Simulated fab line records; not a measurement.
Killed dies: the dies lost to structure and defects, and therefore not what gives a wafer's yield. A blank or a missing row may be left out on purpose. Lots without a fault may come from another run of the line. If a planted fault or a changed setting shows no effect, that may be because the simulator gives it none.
The tool behind it: which one? || flow sky130 || 14 lots, 42 wafers sampled, at 3 steps of a route of 708

== WHAT EACH GAUGE READ, for each wafer ==
SKY_NWELL_OVL_MEAS_23.
{"lot": "L793", "measured": "day 5 09:31", "on": "overlay-02", "NWELL_01_OVL (nm)": "1.3 0.5 1.2"}
{"lot": "L794", "measured": "day 5 15:34", "on": "overlay-01", "NWELL_01_OVL (nm)": "-1.1 -1.4 -1.9"}
{"lot": "L795", "measured": "day 5 20:55", "on": "overlay-02", "NWELL_01_OVL (nm)": "0.1 1.0 -0.2"}
{"lot": "L796", "measured": "day 6 02:29", "on": "overlay-01", "NWELL_01_OVL (nm)": "1.2 -2.3 -0.2"}
{"lot": "L798", "measured": "day 6 13:01", "on": "overlay-01", "NWELL_01_OVL (nm)": "-1.0 -2.3 -0.7"}
{"lot": "L799", "measured": "day 6 21:41", "on": "overlay-02", "NWELL_01_OVL (nm)": "-4.3 -3.4 -3.5"}
{"lot": "L801", "measured": "day 7 08:07", "on": "overlay-01", "NWELL_01_OVL (nm)": "-0.9 -0.5 -0.4"}
{"lot": "L804", "measured": "day 8 02:11", "on": "overlay-01", "NWELL_01_OVL (nm)": "-2.1 -1.0 0.1"}
{"lot": "L806", "measured": "day 8 16:01", "on": "overlay-01", "NWELL_01_OVL (nm)": "- - -"}
{"lot": "L807", "measured": "day 8 20:16", "on": "overlay-01", "NWELL_01_OVL (nm)": "- - -"}
{"lot": "L813", "measured": "day 10 14:16", "on": "overlay-02", "NWELL_01_OVL (nm)": "-3.3 -3.5 -3.8"}
{"lot": "L814", "measured": "day 10 17:46", "on": "overlay-01", "NWELL_01_OVL (nm)": "0.6 0.0 -1.4"}
{"lot": "L815", "measured": "day 11 00:19", "on": "overlay-02", "NWELL_01_OVL (nm)": "-0.2 0.7 -1.5"}
{"lot": "L816", "measured": "day 11 05:37", "on": "overlay-01", "NWELL_01_OVL (nm)": "0.1 -2.3 0.2"}

SKY_LOCAL_INTERCONNECT_RS_MEAS_01: measurement is done with a four-point probe.
{"lot": "L793", "measured": "day 29 15:36", "on": "film_metro-02", "LOCAL_INTERCONNECT_TIN_RS (ohm/sq)": "13.98 14.36 14.16"}
{"lot": "L794", "measured": "day 29 16:53", "on": "film_metro-04", "LOCAL_INTERCONNECT_TIN_RS (ohm/sq)": "14.27 14.20 14.30"}
{"lot": "L795", "measured": "day 30 06:19", "on": "film_metro-02", "LOCAL_INTERCONNECT_TIN_RS (ohm/sq)": "14.49 14.35 14.48"}
{"lot": "L796", "measured": "day 30 10:09", "on": "film_metro-01", "LOCAL_INTERCONNECT_TIN_RS (ohm/sq)": "14.14 14.44 14.16"}
{"lot": "L798", "measured": "day 31 04:45", "on": "film_metro-04", "LOCAL_INTERCONNECT_TIN_RS (ohm/sq)": "14.15 14.24 14.16"}
{"lot": "L799", "measured": "day 31 22:12", "on": "film_metro-01", "LOCAL_INTERCONNECT_TIN_RS (ohm/sq)": "14.22 14.16 14.08"}
{"lot": "L801", "measured": "day 32 05:10", "on": "film_metro-02", "LOCAL_INTERCONNECT_TIN_RS (ohm/sq)": "14.32 14.28 14.43"}
{"lot": "L804", "measured": "day 33 06:50", "on": "film_metro-04", "LOCAL_INTERCONNECT_TIN_RS (ohm/sq)": "14.36 14.31 14.33"}
{"lot": "L807", "measured": "day 34 04:09", "on": "film_metro-02", "LOCAL_INTERCONNECT_TIN_RS (ohm/sq)": "14.38 14.31 14.46"}
{"lot": "L813", "measured": "day 36 01:19", "on": "film_metro-04", "LOCAL_INTERCONNECT_TIN_RS (ohm/sq)": "14.28 14.18 14.15"}
{"lot": "L814", "measured": "day 36 11:22", "on": "film_metro-04", "LOCAL_INTERCONNECT_TIN_RS (ohm/sq)": "14.43 14.15 14.00"}
{"lot": "L815", "measured": "day 36 19:15", "on": "film_metro-02", "LOCAL_INTERCONNECT_TIN_RS (ohm/sq)": "14.12 14.07 14.12"}
{"lot": "L816", "measured": "day 36 22:59", "on": "film_metro-02", "LOCAL_INTERCONNECT_TIN_RS (ohm/sq)": "14.04 14.22 13.80"}

== EACH LOT AND THE TOOL THAT RAN IT (in order: tool; ch and the chambers of the sampled wafers; start) ==
{"lot": "L793", "SKY_NWELL_COAT_18": "litho_track-02 ch 0, day 5 00:34"}
{"lot": "L794", "SKY_NWELL_COAT_18": "litho_track-01 ch 0, day 5 05:32"}
{"lot": "L795", "SKY_NWELL_COAT_18": "litho_track-02 ch 0, day 5 11:20"}
{"lot": "L796", "SKY_NWELL_COAT_18": "litho_track-03 ch 0, day 5 17:37"}
{"lot": "L798", "SKY_NWELL_COAT_18": "litho_track-01 ch 0, day 6 02:46"}
{"lot": "L799", "SKY_NWELL_COAT_18": "litho_track-02 ch 0, day 6 12:22"}
{"lot": "L801", "SKY_NWELL_COAT_18": "litho_track-01 ch 0, day 6 21:50"}
{"lot": "L804", "SKY_NWELL_COAT_18": "litho_track-01 ch 0, day 7 15:49"}
{"lot": "L806", "SKY_NWELL_COAT_18": "litho_track-03, day 8 05:43"}
{"lot": "L807", "SKY_NWELL_COAT_18": "litho_track-02, day 8 10:16"}
{"lot": "L813", "SKY_NWELL_COAT_18": "litho_track-02 ch 0, day 10 02:34"}
{"lot": "L814", "SKY_NWELL_COAT_18": "litho_track-03 ch 0, day 10 06:20"}
{"lot": "L815", "SKY_NWELL_COAT_18": "litho_track-03 ch 0, day 10 12:16"}
{"lot": "L816", "SKY_NWELL_COAT_18": "litho_track-01 ch 0, day 10 17:34"}
- SKY_NWELL_COAT_18: resist thk 2985 nm.

== WHAT THE TOOLS THEMSELVES READ (means of the sampled wafers that have a number; where no wafer has one, the mark that the record gives instead) ==
SKY_NWELL_COAT_18.
{"lot": "L793", "tool": "litho_track-02", "chill_plate_temp_C (C)": 23.10, "dispense_pressure_kPa (kPa)": 54.6}
{"lot": "L794", "tool": "litho_track-01", "chill_plate_temp_C (C)": 23.00, "dispense_pressure_kPa (kPa)": 50.2}
{"lot": "L795", "tool": "litho_track-02", "chill_plate_temp_C (C)": 23.02, "dispense_pressure_kPa (kPa)": 54.6}
{"lot": "L796", "tool": "litho_track-03", "chill_plate_temp_C (C)": 23.01, "dispense_pressure_kPa (kPa)": 53.9}
{"lot": "L798", "tool": "litho_track-01", "chill_plate_temp_C (C)": 23.12, "dispense_pressure_kPa (kPa)": 50.2}
{"lot": "L799", "tool": "litho_track-02", "chill_plate_temp_C (C)": 22.94, "dispense_pressure_kPa (kPa)": 54.6}
{"lot": "L801", "tool": "litho_track-01", "chill_plate_temp_C (C)": 23.08, "dispense_pressure_kPa (kPa)": 50.2}
{"lot": "L804", "tool": "litho_track-01", "chill_plate_temp_C (C)": 22.92, "dispense_pressure_kPa (kPa)": 50.2}
{"lot": "L806", "tool": "litho_track-03", "chill_plate_temp_C (C)": "-", "dispense_pressure_kPa (kPa)": "-"}
{"lot": "L807", "tool": "litho_track-02", "chill_plate_temp_C (C)": "-", "dispense_pressure_kPa (kPa)": "-"}
{"lot": "L813", "tool": "litho_track-02", "chill_plate_temp_C (C)": 22.95, "dispense_pressure_kPa (kPa)": 54.6}
{"lot": "L814", "tool": "litho_track-03", "chill_plate_temp_C (C)": 23.05, "dispense_pressure_kPa (kPa)": 53.9}
{"lot": "L815", "tool": "litho_track-03", "chill_plate_temp_C (C)": 23.10, "dispense_pressure_kPa (kPa)": 53.9}
{"lot": "L816", "tool": "litho_track-01", "chill_plate_temp_C (C)": 23.01, "dispense_pressure_kPa (kPa)": 50.2}

== THE ANSWER, worked out from the rows above alone ==
Rule: the usual values come from the lots themselves. The widest of any qualifying gaps counts: lots, ordered by their means at a reading, are off when they make up no more than a third of the lots, leave a main group of 4 or more, and stand apart from it by 3 or more times the standard deviation of that group's means. The tables above print the reading to a certain number of digits; a main group whose means all agree to those digits is not used. Also off: a lot with no number at a reading for which 4 or more lots have one. The other lots that the step has rows for count as sound. Order of review: gauges by route order, followed by the tools' own readings, for which a lot's mean as printed above is used. The first step at which some lot is off is used, and at that step the reading that is off furthest; a lot without a number counts as furthest.
Off: L806, L807, seen at SKY_NWELL_OVL_MEAS_23 (NWELL_01_OVL). Without a number there: L806, L807. The main group has a mean of -1.0 nm with a standard deviation of 1.3.
A tool fits if, at a process step before that reading, it ran every lot that is off, and no sound lot after the first of them. Not tried: the gauges at SKY_NWELL_OVL_MEAS_23; whatever is off there is also off at SKY_NWELL_COAT_18, on other tools, and gauge error can't account for it. None of those tried fits.

== WHAT THE SIMULATOR PUT IN ==
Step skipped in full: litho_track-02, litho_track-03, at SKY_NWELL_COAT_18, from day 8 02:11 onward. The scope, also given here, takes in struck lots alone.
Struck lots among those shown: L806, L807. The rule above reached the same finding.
